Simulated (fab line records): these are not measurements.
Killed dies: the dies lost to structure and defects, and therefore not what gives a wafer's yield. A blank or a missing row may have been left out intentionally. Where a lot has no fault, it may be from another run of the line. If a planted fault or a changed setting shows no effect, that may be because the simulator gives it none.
fab line records	flow sky130
record: lots: 6	wafers: 18	last-day: 50
route steps=708 shown PASSIVATION@689 PAD_OPEN@694
lots with no fault: from the same line, run without faults
start-h: start of the lot's first displayed wafer, in hours after the record's first day	wait-h: hours from the lot's prior step to this one	" repeats the value in the row above	L1.1+2: one row covering several wafers at once	- either no value or no given start	* or withheld: withheld	< > ~ a bound
route shown NAME@n: names a module that has steps shown in the file, with the first one's number in the route	usual: average and standard deviation across the fault-free wafers	same: alike in all rows	chamber/n: place in a boat	sites: the reading at each site	_std_site: standard deviation of those values	_edge_site: inner sites' mean taken away from outer sites' mean	radius-mm: how far each site lies from the wafer's centre	mask NAME#n: copy n	behind: the tool/chamber that last shaped the wafer	hold: why the lot went on hold/how many hours it stayed there/how the hold came to an end	device: which transistor (n, p or np) failed to switch	end of line: the same wafers' tests at the end of the route	where a step has no rows: the recipe by itself	killed: not the wafer's yield, but the dies lost to structure and defects at the first sort	map: shows each die of a wafer: x if killed, . if not, _ if none is there
set.NAME: the run value of the setting; set.NAME@STEP: its run value at that earlier step	model.NAME: the simulator's own value behind a step, which no gauge read
lots at some steps of the route; a table a step, a row a wafer
services: a tool's chamber out of use, with start hour (start-h, from the record's first day; less than 0 if before it), hours out, and reason
== steps ==
step: SKY_PASSIVATION_EXPOSE_08
recipe: mask-id: NSM	target-cd-nm: 3000	na: 0.57	dose-mj: 263.6
step: SKY_PASSIVATION_PEB_09
recipe: temp-c: 115	time-s: withheld
step: SKY_PASSIVATION_DEVELOP_10
recipe: develop-time-s: 60	dev-temp-c: 23
step: SKY_PASSIVATION_ETCH_11
recipe: chemistry: CF4/O2	target-depth-nm: 725	stop-on: AlCu	source-w: 800	bias-w: 150	pressure-mtorr: 150	cf4-flow-sccm: 80	O2_flow_sccm: 10	time-s: 161.1
usual: O2_flow_sccm: 10.001/0.029	bias-w: 150.0/0.43	chamber-pressure-mTorr: 150.00/0.14	drypump-motor-current-A: 5.5/0.41	oes-product-au: 0.976/0.0069	throttle-valve-pct: 5.965/0.0082
lot.wafer	tool	chamber	start-h	wait-h	O2_flow_sccm	bias-w	chamber-pressure-mTorr	drypump-motor-current-A	oes-product-au	rf-hours-counter-h	throttle-valve-pct
L556.4	rie-diel-04	0	1071.30	-	10.011	149.6	150.13	5.1	0.989	25	5.964
L556.5	"	1	"	"	9.982	149.6	150.12	4.8	0.986	-	5.964
L556.6	"	0	"	"	10.020	150.3	150.00	5.1	0.984	-	5.962
L559.1	rie-diel-04	2	1094.50	-	10.058	150.4	150.05	5.4	0.971	17	5.956
L559.2	"	3	"	"	10.007	150.0	149.88	6.2	0.966	22	5.966
L559.4	"	1	"	"	10.023	149.9	149.90	4.8	0.969	22	5.961
L570.3	rie-diel-04	1	1147.50	-	10.006	150.1	149.89	4.8	0.972	24	5.976
L570.5	"	3	"	"	9.960	150.0	149.96	6.2	0.971	-	5.964
L570.6	"	1	"	"	10.024	150.0	149.67	4.8	0.977	-	5.975
L571.2	rie-diel-03	2	1154.10	-	10.066	150.3	150.12	5.6	0.972	18	5.959
L571.3	"	3	"	"	10.039	149.2	150.15	5.3	0.970	25	5.966
L571.5	"	2	"	"	10.007	150.2	150.08	5.7	0.975	-	5.965
L574.2	rie-diel-01	3	1168.81	-	9.990	149.7	150.16	5.0	0.983	11	5.976
L574.3	"	0	"	"	9.932	149.5	150.09	5.5	0.969	14	5.963
L574.6	"	0	"	"	10.000	150.1	149.87	5.5	0.977	-	5.965
L576.2	rie-diel-03	1	1176.65	-	9.999	150.3	150.02	5.6	0.969	24	5.961
L576.5	"	1	"	"	10.020	150.2	149.98	5.5	0.977	-	5.971
L576.6	"	2	"	"	10.045	150.1	150.23	5.6	0.979	-	5.958
step: SKY_PASSIVATION_STRIP_12
recipe: chemistry: O2/N2	power-w: 1400	pressure-mtorr: 1500	platen-temp-c: withheld	overash-fraction: 0.7	o2-flow-sccm: 3000	n2-flow-sccm: 300
usual: chamber-pressure-mTorr: 1500.2/2.1	drypump-motor-current-A: 5.8/0.52	o2-flow-sccm: 2999/9	oes-product-au: 0.661/0.0049	strip-time-to-endpoint-s: 31.52/0.11
lot.wafer	tool	chamber	start-h	wait-h	chamber-pressure-mTorr	drypump-motor-current-A	o2-flow-sccm	oes-product-au	rf-hours-counter-h	strip-time-to-endpoint-s
L556.4	plasma-asher-02	0	1071.44	0.1	1501.9	6.2	2998	0.670	-	31.43
L556.5	"	1	"	"	1499.3	5.8	2988	0.666	-	31.44
L556.6	"	0	"	"	1498.5	6.2	3002	0.666	-	31.37
L559.1	plasma-asher-04	1	1094.61	0.1	1499.8	5.4	3004	0.659	3	31.53
L559.2	"	0	"	"	1520.1	6.3	2997	0.661	3	31.49
L559.4	"	0	"	"	1502.7	6.3	2989	0.656	-	31.48
L570.3	plasma-asher-03	1	1147.64	0.1	1500.0	4.7	2990	0.658	-	31.59
L570.5	"	1	"	"	1499.7	4.6	2999	0.669	-	31.63
L570.6	"	0	"	"	1499.3	5.7	2998	0.666	-	31.52
L571.2	plasma-asher-04	0	1154.21	0.1	1497.8	6.3	3002	0.660	9	31.75
L571.3	"	1	"	"	1499.6	5.5	3001	0.659	-	31.58
L571.5	"	1	"	"	1500.4	5.4	2984	0.662	-	31.58
L574.2	plasma-asher-02	0	1168.92	0.1	1499.8	6.2	3004	0.660	45	31.67
L574.3	"	1	"	"	1497.4	5.8	3006	0.661	-	31.58
L574.6	"	0	"	"	1503.2	6.2	3000	0.666	-	31.44
L576.2	plasma-asher-02	1	1176.75	0.1	1500.5	5.8	2996	0.665	46	31.47
L576.5	"	0	"	"	1498.1	6.2	2998	0.659	-	31.29
L576.6	"	1	"	"	1500.1	5.8	2993	0.672	-	31.56
step: SKY_PAD_OPEN_DEHYDRATE_00
recipe: temp-c: 200	time-s: 60
step: SKY_PAD_OPEN_HMDS_01
recipe: prime-time-s: 60	prime-temp-c: 120
step: SKY_PAD_OPEN_COAT_02
recipe: spin-rpm: 2000	resist-thk-nm: 3000
step: SKY_PAD_OPEN_SOFTBAKE_03
recipe: temp-c: 110	time-s: withheld
step: SKY_PAD_OPEN_EXPOSE_04
recipe: mask-id: PDM	target-cd-nm: 60000	na: 0.57	dose-mj: 260
step: SKY_PAD_OPEN_PEB_05
recipe: temp-c: 115	time-s: withheld
step: SKY_PAD_OPEN_DEVELOP_06
recipe: develop-time-s: 60	dev-temp-c: 23
step: SKY_PAD_OPEN_ETCH_07
recipe: chemistry: CF4/O2	target-depth-nm: 725	stop-on: AlCu	source-w: 800	bias-w: 150	pressure-mtorr: 150	cf4-flow-sccm: 80	O2_flow_sccm: 10	time-s: 161.1
usual: O2_flow_sccm: 10.00/0.032	bias-w: 150.0/0.43	chamber-pressure-mTorr: 150.01/0.13	drypump-motor-current-A: 5.6/0.39	oes-product-au: 0.977/0.0069	throttle-valve-pct: 5.965/0.009
lot.wafer	tool	chamber	start-h	wait-h	O2_flow_sccm	bias-w	chamber-pressure-mTorr	drypump-motor-current-A	oes-product-au	rf-hours-counter-h	throttle-valve-pct
L556.4	rie-diel-03	2	1091.60	-	10.01	150.2	149.63	5.6	0.982	15	5.949
L556.5	"	2	"	"	10.00	149.7	149.95	5.6	0.980	-	5.965
L556.6	"	3	"	"	10.04	150.5	150.22	5.4	0.985	-	5.974
L559.1	rie-diel-03	0	1115.21	-	10.03	148.8	149.91	6.0	0.973	22	5.955
L559.2	"	3	"	"	10.01	150.1	149.92	5.4	0.977	24	5.958
L559.4	"	1	"	"	10.04	149.7	150.17	5.5	0.955	22	5.966
L570.3	rie-diel-03	1	1164.65	-	-	-	-	-	-	-	-
L570.5	"	1	"	"	-	-	-	-	-	-	-
L570.6	"	0	"	"	-	-	-	-	-	-	-
L571.2	rie-diel-03	0	1171.10	-	-	-	-	-	-	-	-
L571.3	"	1	"	"	-	-	-	-	-	-	-
L571.5	"	1	"	"	-	-	-	-	-	-	-
L574.2	rie-diel-03	0	1184.97	-	9.94	149.9	150.09	5.9	0.981	25	5.971
L574.3	"	2	"	"	10.03	150.5	150.08	5.7	0.973	19	5.969
L574.6	"	1	"	"	10.06	149.8	150.10	5.5	0.983	-	5.989
L576.2	rie-diel-04	3	1192.26	-	10.05	150.1	150.18	6.2	0.976	26	5.963
L576.5	"	2	"	"	9.98	150.2	150.07	5.4	0.980	-	5.961
L576.6	"	1	"	"	9.92	149.3	150.05	4.8	0.985	-	5.970
step: SKY_PAD_OPEN_STRIP_08
recipe: chemistry: O2/N2	power-w: 1400	pressure-mtorr: 1500	platen-temp-c: withheld	overash-fraction: 0.7	o2-flow-sccm: 3000	n2-flow-sccm: 300
usual: chamber-pressure-mTorr: 1499.9/1.3	drypump-motor-current-A: 5.7/0.47	o2-flow-sccm: 2998/8.6	oes-product-au: 0.663/0.0045	strip-time-to-endpoint-s: 37.06/0.1
lot.wafer	tool	chamber	start-h	wait-h	chamber-pressure-mTorr	drypump-motor-current-A	o2-flow-sccm	oes-product-au	rf-hours-counter-h	strip-time-to-endpoint-s
L556.4	plasma-asher-04	1	1091.74	0.1	1500.5	5.5	3012	0.662	-	37.00
L556.5	"	1	"	"	1500.6	5.5	3013	0.664	-	37.10
L556.6	"	0	"	"	1501.7	6.4	2991	0.658	-	36.98
L559.1	plasma-asher-04	0	1115.32	0.1	1501.2	6.3	2982	0.664	5	37.11
L559.2	"	1	"	"	1500.2	5.4	2996	0.666	5	37.26
L559.4	"	0	"	"	1501.0	6.3	2996	0.664	-	37.13
L570.3	plasma-asher-01	1	1164.79	0.1	1501.7	5.5	3007	0.664	-	37.02
L570.5	"	0	"	"	1500.8	5.0	2996	0.664	-	37.01
L570.6	"	1	"	"	1501.4	5.5	3007	0.667	-	37.00
L571.2	plasma-asher-04	1	1171.21	0.1	1499.3	5.5	2993	0.665	10	36.96
L571.3	"	0	"	"	1500.4	6.3	3005	0.663	-	37.01
L571.5	"	1	"	"	1499.8	5.4	2988	0.664	-	36.76
L574.2	plasma-asher-02	0	1185.07	0.1	1500.2	6.2	3000	0.655	47	37.01
L574.3	"	1	"	"	1498.8	5.8	3007	0.659	-	36.86
L574.6	"	0	"	"	1500.8	6.2	3001	0.664	-	37.01
L576.2	plasma-asher-01	0	1192.37	0.1	1497.3	5.0	2994	0.658	73	36.98
L576.5	"	0	"	"	1501.1	4.9	2993	0.655	-	36.96
L576.6	"	1	"	"	1500.2	5.5	3004	0.659	-	36.96
step: SKY_PAD_OPEN_PROBE_99
usual: defect-limited-yield: 82.6/1.9	killed_at_M0_to_M3: 43/6.9	killed_at_M4_up: 3.2/2	killed-at-contacts: 25/5.1	killed-at-front-end: 15/4.5	killed-at-other: 0.2/0.51	killed-dies: 85/9.5	killed-on-rim: 16/3.7	killed-open: 48/6.9	killed-short: 38/6.7	sort_bin_3_pad_short: 0.8/0.4	sort_bin_5_function: 10.2/1.6	sort_bin_6_memory: 6.4/1.1	sort-n-pass: 407/9.5	sort-yield-pct: 82.6/1.9
same: gross-dies: 492	killed-at-back-side: 0	sort_bin_4_leakage[%]: 0	sort_bin_8_speed[%]: 0
lot.wafer	tool	chamber	start-h	wait-h	hold	defect-limited-yield[%]	killed_at_M0_to_M3	killed_at_M4_up	killed-at-contacts	killed-at-front-end	killed-at-other	killed-dies	killed-on-rim	killed-open	killed-short	sort_bin_3_pad_short[%]	sort_bin_5_function[%]	sort_bin_6_memory[%]	sort-n-pass	sort-yield-pct[%]	model.etest.tester.sort-n-pass	model.etest.tester.sort_bin_5_pct	model.etest.tester.sort-yield-pct	model.etest.iso-nwell-nwell.under-floor	model.etest.met5.open	model.etest.pfet-g5v0d10v5.under-floor	model.etest.cap-mim.open	model.etest.met3.open
L556.4	prober-01	-	1094.10	0.2	-	85.4	35	4	22	11	0	72	12	38	34	0.4	8.9	5.3	420	85.4	420	8.943	85.37	0	0	0	0	0
L556.5	prober-01	-	1094.15	0.2	-	81.3	50	5	25	12	0	92	26	42	50	0.8	8.9	8.9	400	81.3	400	8.943	81.3	0	0	0	0	0
L556.6	prober-01	-	1094.20	0.2	-	80.7	44	2	28	20	1	95	29	49	46	0.8	11.8	6.7	397	80.7	397	11.79	80.69	0	0	0	0	0
L559.1	prober-02	-	1117.66	0.1	-	84.6	39	1	17	19	0	76	16	44	32	0.6	10.4	4.5	416	84.6	416	10.37	84.55	0	0	0	0	0
L559.2	prober-02	-	1117.71	0.1	-	81.1	42	9	25	16	1	93	15	41	52	0.8	9.8	8.3	399	81.1	399	9.756	81.1	0	0	0	0	0
L559.4	prober-02	-	1117.81	0.2	-	79.9	40	3	30	26	0	99	22	55	44	0.8	11.8	7.5	393	79.9	393	11.79	79.88	0	0	0	0	0
L570.3	prober-01	-	1167.07	0.2	await-dispo/1.3h/scrap	0	34	7	29	10	412	492	96	48	32	0.6	93.7	5.7	0	0	0	93.7	0	1	1	1	1	1
L570.5	prober-01	-	1167.17	0.2	await-dispo/1.3h/scrap	0	42	2	28	14	406	492	96	47	40	0.2	93.3	6.5	0	0	0	93.29	0	1	1	1	1	1
L570.6	prober-01	-	1167.22	0.2	await-dispo/1.3h/scrap	0	47	2	19	11	413	492	96	44	35	0.6	92.1	7.3	0	0	0	92.07	0	1	1	1	1	1
L571.2	prober-02	-	1173.47	0.1	await-dispo/3.9h/scrap	0	32	2	16	17	425	492	96	32	35	0.2	94.9	4.9	0	0	0	94.92	0	1	1	1	1	1
L571.3	prober-02	-	1173.52	0.2	await-dispo/3.9h/scrap	0	43	2	26	10	411	492	96	49	32	0.8	93.5	5.7	0	0	0	93.5	0	1	1	1	1	1
L571.5	prober-02	-	1173.62	0.2	await-dispo/3.9h/scrap	0	34	3	31	8	416	492	96	55	21	0.4	93.1	6.5	0	0	0	93.09	0	1	1	1	1	1
L574.2	prober-01	-	1187.33	0.1	-	81.1	45	2	29	17	0	93	12	54	39	0	11.8	7.1	399	81.1	399	11.79	81.1	0	0	0	0	0
L574.3	prober-01	-	1187.38	0.2	-	82.9	35	3	26	20	0	84	13	51	33	0.4	9.8	6.9	408	82.9	408	9.756	82.93	0	0	0	0	0
L574.6	prober-01	-	1187.53	0.2	-	82.3	48	3	28	8	0	87	11	46	41	0.8	10.8	6.1	405	82.3	405	10.77	82.32	0	0	0	0	0
L576.2	prober-01	-	1194.63	0.1	-	83.5	43	4	24	9	1	81	9	53	28	1.0	8.5	6.9	411	83.5	411	8.537	83.54	0	0	0	0	0
L576.5	prober-01	-	1194.78	0.2	-	82.9	37	3	27	16	1	84	15	47	37	0.8	9.3	6.9	408	82.9	408	9.35	82.93	0	0	0	0	0
L576.6	prober-01	-	1194.83	0.2	-	80.5	46	2	26	22	0	96	18	48	48	1.2	13.6	4.7	396	80.5	396	13.62	80.49	0	0	0	0	0
killed by level:class
L556.4 LI_CONTACT:geometric-particle:open=8 VIA1:geometric-particle:open=7 CONTACT:geometric-particle:open=5 VIA2:geometric-particle:open=5 POLY_GATE:geometric-particle:open=4 CONTACT:geometric-particle:short=4 METAL3:geometric-particle:short=4 VIA1:geometric-particle:short=4
L556.5 METAL1:geometric-particle:short=10 VIA2:geometric-particle:open=9 CONTACT:geometric-particle:open=8 VIA1:geometric-particle:open=8 LOCAL_INTERCONNECT:geometric-particle:short=7 VIA3:geometric-particle:open=5 LI_CONTACT:geometric-particle:open=5 VIA3:geometric-particle:short=5
L556.6 VIA1:geometric-particle:open=12 CONTACT:geometric-particle:open=11 LI_CONTACT:geometric-particle:open=8 METAL1:geometric-particle:short=7 METAL2:geometric-particle:short=7 POLY_GATE:geometric-particle:short=6 LI_CONTACT:geometric-particle:short=6 FIELD_ISO:geometric-particle:short=4
L559.1 VIA1:geometric-particle:open=8 METAL2:geometric-particle:short=8 LI_CONTACT:geometric-particle:open=6 VIA2:geometric-particle:open=6 CONTACT:geometric-particle:short=5 POLY_GATE:geometric-particle:open=4 VIA3:geometric-particle:open=4 CONTACT:geometric-particle:open=4
L559.2 VIA1:geometric-particle:open=10 CONTACT:geometric-particle:short=8 CONTACT:geometric-particle:open=8 VIA2:geometric-particle:open=6 METAL4:geometric-particle:short=6 VIA1:geometric-particle:short=5 POLY_GATE:geometric-particle:short=5 LI_CONTACT:geometric-particle:open=5
L559.4 FIELD_ISO:geometric-particle:open=15 CONTACT:geometric-particle:open=11 VIA1:geometric-particle:open=9 FIELD_ISO:geometric-particle:short=6 VIA1:geometric-particle:short=6 LI_CONTACT:geometric-particle:open=5 CONTACT:geometric-particle:short=5 VIA3:geometric-particle:open=5
L570.3 PAD_OPEN:area-etch=412 CONTACT:geometric-particle:open=16 VIA1:geometric-particle:open=8 LI_CONTACT:geometric-particle:open=7 VIA2:geometric-particle:open=6 POLY_GATE:geometric-particle:short=5 METAL1:geometric-particle:short=5 VIA3:geometric-particle:open=5
L570.5 PAD_OPEN:area-etch=405 CONTACT:geometric-particle:open=9 VIA1:geometric-particle:open=9 LI_CONTACT:geometric-particle:open=7 VIA1:geometric-particle:short=6 METAL2:geometric-particle:short=6 LOCAL_INTERCONNECT:geometric-particle:short=5 FIELD_ISO:geometric-particle:short=4
L570.6 PAD_OPEN:area-etch=413 VIA1:geometric-particle:open=12 VIA3:geometric-particle:open=7 CONTACT:geometric-particle:open=6 LI_CONTACT:geometric-particle:short=5 VIA2:geometric-particle:open=5 METAL1:geometric-particle:short=5 VIA1:geometric-particle:short=5
L571.2 PAD_OPEN:area-etch=425 VIA1:geometric-particle:open=10 FIELD_ISO:geometric-particle:short=6 CONTACT:geometric-particle:open=6 METAL2:geometric-particle:short=6 FIELD_ISO:geometric-particle:open=5 LI_CONTACT:geometric-particle:open=5 METAL1:geometric-particle:short=4
L571.3 PAD_OPEN:area-etch=411 LI_CONTACT:geometric-particle:open=12 VIA1:geometric-particle:open=9 VIA3:geometric-particle:open=8 VIA3:geometric-particle:short=6 POLY_GATE:geometric-particle:open=5 CONTACT:geometric-particle:open=4 METAL2:geometric-particle:short=4
L571.5 PAD_OPEN:area-etch=416 CONTACT:geometric-particle:open=15 VIA1:geometric-particle:open=11 VIA2:geometric-particle:open=9 LI_CONTACT:geometric-particle:open=7 POLY_GATE:geometric-particle:open=3 METAL2:geometric-particle:short=3 LOCAL_INTERCONNECT:geometric-particle:short=3
L574.2 LI_CONTACT:geometric-particle:open=10 VIA1:geometric-particle:open=9 VIA2:geometric-particle:open=8 METAL2:geometric-particle:short=7 VIA3:geometric-particle:open=7 CONTACT:geometric-particle:short=6 CONTACT:geometric-particle:open=6 POLY_GATE:geometric-particle:open=5
L574.3 CONTACT:geometric-particle:open=11 LI_CONTACT:geometric-particle:open=7 FIELD_ISO:geometric-particle:open=5 POLY_GATE:geometric-particle:short=5 METAL2:geometric-particle:open=5 VIA1:geometric-particle:open=5 VIA2:geometric-particle:short=5 VIA2:geometric-particle:open=5
L574.6 VIA3:geometric-particle:open=10 CONTACT:geometric-particle:open=9 VIA2:geometric-particle:open=9 METAL3:geometric-particle:short=7 CONTACT:geometric-particle:short=7 LI_CONTACT:geometric-particle:open=5 METAL1:geometric-particle:short=5 VIA1:geometric-particle:open=5
L576.2 CONTACT:geometric-particle:open=15 VIA1:geometric-particle:open=10 VIA3:geometric-particle:open=7 METAL1:geometric-particle:short=4 METAL1:geometric-particle:open=4 VIA1:geometric-particle:short=4 POLY_GATE:geometric-particle:open=3 LI_CONTACT:geometric-particle:open=3
L576.5 LI_CONTACT:geometric-particle:open=8 VIA1:geometric-particle:open=8 VIA3:geometric-particle:open=8 FIELD_ISO:geometric-particle:short=5 CONTACT:geometric-particle:open=5 LI_CONTACT:geometric-particle:short=5 FIELD_ISO:geometric-particle:open=4 METAL2:geometric-particle:short=4
L576.6 LI_CONTACT:geometric-particle:open=10 VIA2:geometric-particle:open=10 METAL1:geometric-particle:short=8 VIA1:geometric-particle:open=7 CONTACT:geometric-particle:short=7 METAL2:geometric-particle:short=7 FIELD_ISO:geometric-particle:short=6 FIELD_ISO:geometric-particle:open=5
map L570.3 (x killed, . not)
__________xxxxxxxxxx_________
________xxxxxxxxxxxxxx_______
______xxxxxxxxxxxxxxxxxx_____
_____xxxxxxxxxxxxxxxxxxxx____
____xxxxxxxxxxxxxxxxxxxxxx___
___xxxxxxxxxxxxxxxxxxxxxxxx__
__xxxxxxxxxxxxxxxxxxxxxxxxxx_
_xxxxxxxxxxxxxxxxxxxxxxxxxxxx
_xxxxxxxxxxxxxxxxxxxxxxxxxxxx
_xxxxxxxxxxxxxxxxxxxxxxxxxxxx
_xxxxxxxxxxxxxxxxxxxxxxxxxxxx
_xxxxxxxxxxxxxxxxxxxxxxxxxxxx
_xxxxxxxxxxxxxxxxxxxxxxxxxxxx
_xxxxxxxxxxxxxxxxxxxxxxxxxxxx
_xxxxxxxxxxxxxxxxxxxxxxxxxxxx
__xxxxxxxxxxxxxxxxxxxxxxxxxx_
___xxxxxxxxxxxxxxxxxxxxxxxx__
____xxxxxxxxxxxxxxxxxxxxxx___
_____xxxxxxxxxxxxxxxxxxxx____
______xxxxxxxxxxxxxxxxxx_____
________xxxxxxxxxxxxxx_______
__________xxxxxxxxxx_________
map L571.2 (x killed, . not)
__________xxxxxxxxxx_________
________xxxxxxxxxxxxxx_______
______xxxxxxxxxxxxxxxxxx_____
_____xxxxxxxxxxxxxxxxxxxx____
____xxxxxxxxxxxxxxxxxxxxxx___
___xxxxxxxxxxxxxxxxxxxxxxxx__
__xxxxxxxxxxxxxxxxxxxxxxxxxx_
_xxxxxxxxxxxxxxxxxxxxxxxxxxxx
_xxxxxxxxxxxxxxxxxxxxxxxxxxxx
_xxxxxxxxxxxxxxxxxxxxxxxxxxxx
_xxxxxxxxxxxxxxxxxxxxxxxxxxxx
_xxxxxxxxxxxxxxxxxxxxxxxxxxxx
_xxxxxxxxxxxxxxxxxxxxxxxxxxxx
_xxxxxxxxxxxxxxxxxxxxxxxxxxxx
_xxxxxxxxxxxxxxxxxxxxxxxxxxxx
__xxxxxxxxxxxxxxxxxxxxxxxxxx_
___xxxxxxxxxxxxxxxxxxxxxxxx__
____xxxxxxxxxxxxxxxxxxxxxx___
_____xxxxxxxxxxxxxxxxxxxx____
______xxxxxxxxxxxxxxxxxx_____
________xxxxxxxxxxxxxx_______
__________xxxxxxxxxx_________
== services ==
tool	chamber	start-h	hours	kind
rie-diel-01	3	1049.34	63.2	repair
plasma-asher-04	-	1055.25	9.0	pm
plasma-asher-04	0	1055.25	9.0	vent-cycle
plasma-asher-04	1	1055.25	9.0	vent-cycle
plasma-asher-04	0	1064.25	-	clean
plasma-asher-04	1	1064.25	-	clean
rie-diel-01	0	1088.61	4.1	repair
rie-diel-01	0	1095.08	9.8	repair
rie-diel-01	0	1105.56	34.9	repair
rie-diel-04	2	1133.12	5.2	repair
rie-diel-04	2	1143.35	8.1	repair
rie-diel-03	1	1144.81	6.7	repair
rie-diel-01	0	1149.70	2.8	repair
plasma-asher-02	-	1151.34	2.8	pm
rie-diel-03	3	1158.13	14.1	repair
rie-diel-01	2	1183.34	5.0	repair
rie-diel-01	2	1190.02	2.6	repair
== key ==
first-sign: step: SKY_PAD_OPEN_ETCH_07	reading: tool-record	direction: missing
effect: step: SKY_PAD_OPEN_PROBE_99	reading: killed-at-other	direction: up	sigmas: 99+	usual: 0.2	struck: 413.8
model-effect: step: SKY_PAD_OPEN_PROBE_99	value: etest.tester.sort-n-pass	without: 413.7	struck: 0
more-kills-born-at: SKY_PAD_OPEN_ETCH_07@rie-diel-03: 2482
met-at SKY_PAD_OPEN_ETCH_07
struck-wafers L570.3,L570.5,L570.6,L571.2,L571.3,L571.5
later-rows-left-out L570.3,L570.5,L570.6,L571.2,L571.3,L571.5
onset-between 1115.21 1164.65
fault: kind: skipped-step-whole	tool: rie-diel-03	chamber: -	onset-h: 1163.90	steps: SKY_PAD_OPEN_ETCH_07	scope: struck-lots-only
later-rows-left-out: the simulator's readings of these wafers behind a module that went badly wrong aren't trusted and aren't shown, but for the sort
